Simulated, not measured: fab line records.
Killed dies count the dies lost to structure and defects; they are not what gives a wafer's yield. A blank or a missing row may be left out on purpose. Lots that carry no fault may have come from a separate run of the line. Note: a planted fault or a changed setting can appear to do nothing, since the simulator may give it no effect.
The tool behind it: which one? | flow sky130 | 13 lots with 39 wafers sampled at 5 steps, on a route of 708 steps

== WHAT THE GAUGES READ, wafer by wafer ==
SKY_NWELL_RS_MEAS_31: measurement is done with a four-point probe.
lot  | measured     | on            | PWDE_RS (ohm/sq)
L172 | day 5 22:16  | film-metro-01 | 5276 5266 5262
L173 | day 6 05:52  | film-metro-04 | 5263 5269 5269
L177 | day 7 02:59  | film-metro-04 | 5272 5259 5248
L178 | day 7 09:08  | film-metro-01 | 5275 5284 5282
L180 | day 7 18:16  | film-metro-02 | 5282 5295 5292
L181 | day 8 01:17  | film-metro-02 | 5279 5276 5286
L182 | day 8 05:35  | film-metro-02 | 5285 5272 5284
L183 | day 8 17:46  | film-metro-04 | 5250 5256 5252
L184 | day 8 20:10  | film-metro-04 | 5267 5263 5270
L185 | day 9 04:25  | film-metro-04 | 5259 5261 5275
L190 | day 10 06:10 | film-metro-01 | 5292 5296 5286
L193 | day 11 05:16 | film-metro-01 | 5387 5384 5390
L194 | day 11 09:42 | film-metro-04 | 5387 5378 5381

SKY_VT_ADJUST_LVTN_OVL_MEAS_18.
lot  | measured     | on         | VT_ADJUST_LVTN_01_OVL (nm)
L172 | day 8 10:18  | overlay-02 | 2.1 1.4 1.9
L173 | day 8 19:06  | overlay-02 | -0.4 -0.1 0.2
L177 | day 9 18:54  | overlay-01 | 1.9 1.8 2.9
L178 | day 10 03:29 | overlay-01 | 0.7 0.2 1.3
L180 | day 10 12:47 | overlay-02 | -0.8 1.7 1.4
L181 | day 10 20:21 | overlay-02 | 1.6 1.4 1.2
L182 | day 11 01:37 | overlay-02 | -1.6 -0.8 -1.7
L183 | day 11 15:14 | overlay-01 | -2.8 -3.7 -3.4
L184 | day 11 17:10 | overlay-01 | 0.7 1.1 2.4
L185 | day 12 02:23 | overlay-02 | -0.5 -0.7 -0.6
L190 | day 13 07:15 | overlay-01 | -0.3 -1.0 1.5
L193 | day 14 08:45 | overlay-02 | -2.9 -2.9 -1.4
L194 | day 14 13:10 | overlay-02 | 0.3 1.4 1.0

SKY_VT_ADJUST_HVTR_CD_MEAS_07: the cd target is 380 nm.
lot  | measured     | on        | cd-nm (nm)
L172 | day 10 07:45 | cd-sem-01 | 380.4 377.6 377.9
L173 | day 10 16:39 | cd-sem-01 | 381.6 381.5 382.4
L177 | day 11 16:51 | cd-sem-01 | 378.4 380.0 381.3
L178 | day 12 01:44 | cd-sem-02 | 378.3 379.4 378.1
L180 | day 12 11:27 | cd-sem-02 | 383.2 381.2 379.7
L181 | day 12 20:18 | cd-sem-02 | 379.2 381.2 380.7
L182 | day 13 01:13 | cd-sem-01 | 377.8 378.7 380.2
L183 | day 13 17:23 | cd-sem-02 | 382.0 380.9 383.4
L184 | day 13 20:10 | cd-sem-02 | 381.2 381.3 379.2
L185 | day 14 04:11 | cd-sem-01 | 378.2 376.3 380.5
L190 | day 15 13:40 | cd-sem-01 | 382.1 383.6 386.1
L193 | day 16 17:40 | cd-sem-01 | 380.8 378.9 379.9
L194 | day 16 21:55 | cd-sem-01 | 382.9 384.5 383.1

SKY_SONOS_TUNNEL_TW_MEAS_12.
lot  | measured     | on            | SONOS_TUNNEL_TW
L172 | day 12 07:36 | film-metro-03 | 194.5 194.5 195.3
L173 | day 12 17:46 | film-metro-03 | 193.8 194.2 194.6
L177 | day 13 20:39 | film-metro-03 | 194.7 194.7 193.7
L178 | day 14 04:01 | film-metro-04 | 197.1 198.2 197.4
L180 | day 14 15:08 | film-metro-01 | 198.1 197.6 198.2
L181 | day 15 00:34 | film-metro-01 | 198.3 197.5 198.5
L182 | day 15 06:33 | film-metro-04 | 200.3 200.2 200.2
L183 | day 16 00:52 | film-metro-04 | 199.1 197.8 200.3
L184 | day 16 04:17 | film-metro-01 | 198.7 199.2 199.2
L185 | day 16 12:17 | film-metro-04 | 198.9 199.1 197.2
L190 | day 18 01:06 | film-metro-03 | 195.8 194.7 194.2
L193 | day 19 07:26 | film-metro-01 | 199.0 199.6 199.4
L194 | day 19 11:59 | film-metro-03 | 195.0 194.5 196.0

== TOOL THAT RAN EACH LOT (tool first, then ch and the chambers of the sampled wafers, then the start) ==
lot  | SKY_PWDE_IMPLANT_08
L172 | implanter-02 ch 0, day 4 08:25
L173 | implanter-02 ch 0, day 4 15:37
L177 | implanter-02 ch 0, day 5 10:53
L178 | implanter-01 ch 0, day 5 16:41
L180 | implanter-02 ch 0, day 6 01:22
L181 | implanter-04 ch 0, day 6 07:40
L182 | implanter-01 ch 0, day 6 12:04
L183 | implanter-02 ch 0, day 6 23:32
L184 | implanter-01 ch 0, day 7 01:49
L185 | implanter-04 ch 0, day 7 08:11
L190 | implanter-02 ch 0, day 8 06:50
L193 | implanter-02 ch 0, day 9 06:02
L194 | implanter-02 ch 0, day 9 10:40
- SKY_PWDE_IMPLANT_08

== WHAT THE TOOLS THEMSELVES READ (means of the sampled wafers that have a number; where no wafer has one, the mark that the record gives instead) ==
SKY_PWDE_IMPLANT_08.
lot  | tool         | dose-ions-cm2 | faraday-current-uA
L172 | implanter-02 | 3.6e+12       | 20.5
L173 | implanter-02 | 3.6e+12       | 20.8
L177 | implanter-02 | 3.6e+12       | 20.5
L178 | implanter-01 | 3.6e+12       | 20.2
L180 | implanter-02 | 3.6e+12       | 20.2
L181 | implanter-04 | 3.6e+12       | 20.3
L182 | implanter-01 | 3.6e+12       | 20.4
L183 | implanter-02 | 3.6e+12       | 20.6
L184 | implanter-01 | 3.6e+12       | 20.3
L185 | implanter-04 | 3.6e+12       | 20.6
L190 | implanter-02 | 3.6e+12       | 20.3
L193 | implanter-02 | 3.5e+12       | 19.7
L194 | implanter-02 | 3.5e+12       | 20.2

== THE ANSWER, worked out from the rows above alone ==
Rule: usual is defined by the lots themselves. Put in order of their means at a reading, lots are off if they are a third of the lots or fewer, leave a main group of 4 or more, and stand apart from it by a gap of 3 or more times the standard deviation of the main group's means; of several such gaps the widest counts. Not used: any main group whose means are identical at the precision the tables above print for the reading. A lot without any number at a reading at which 4 lots or more have one is off too. Where the step has rows for the other lots, those lots are counted as sound. First the gauges in route order, then the tools' own readings, where a lot's mean is used as printed above. At the first step where some lot is off, the reading lying furthest off is the one used; lots without a number count as furthest.
Off: L193, L194, seen at SKY_NWELL_RS_MEAS_31 (PWDE_RS). Main group: mean 5273 ohm/sq, sd 12.
If a tool, at a process step before that reading, ran all the lots that are off and no sound lot after the first of them, it fits. The gauges at SKY_NWELL_RS_MEAS_31 are tried like those tools. One fits: SKY_PWDE_IMPLANT_08 on implanter-02. A fault onset in the window from L190 (day 8 06:50, its last sound lot) to L193 (day 9 06:02, its first lot off) fits.
On the lots that are off, the tool's own readings at SKY_PWDE_IMPLANT_08 differ by more than 5 times the standard deviation of the sound lots' means, which bears it out; dose-ions-cm2 reads 3.5e+12 there versus 3.6e+12 on the sound lots.

== WHAT WAS PUT IN BY THE SIMULATOR ==
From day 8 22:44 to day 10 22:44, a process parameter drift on implanter-02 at SKY_PWDE_IMPLANT_08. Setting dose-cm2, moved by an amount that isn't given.
Struck lots among those shown: L193, L194. The rule given above showed the same thing.
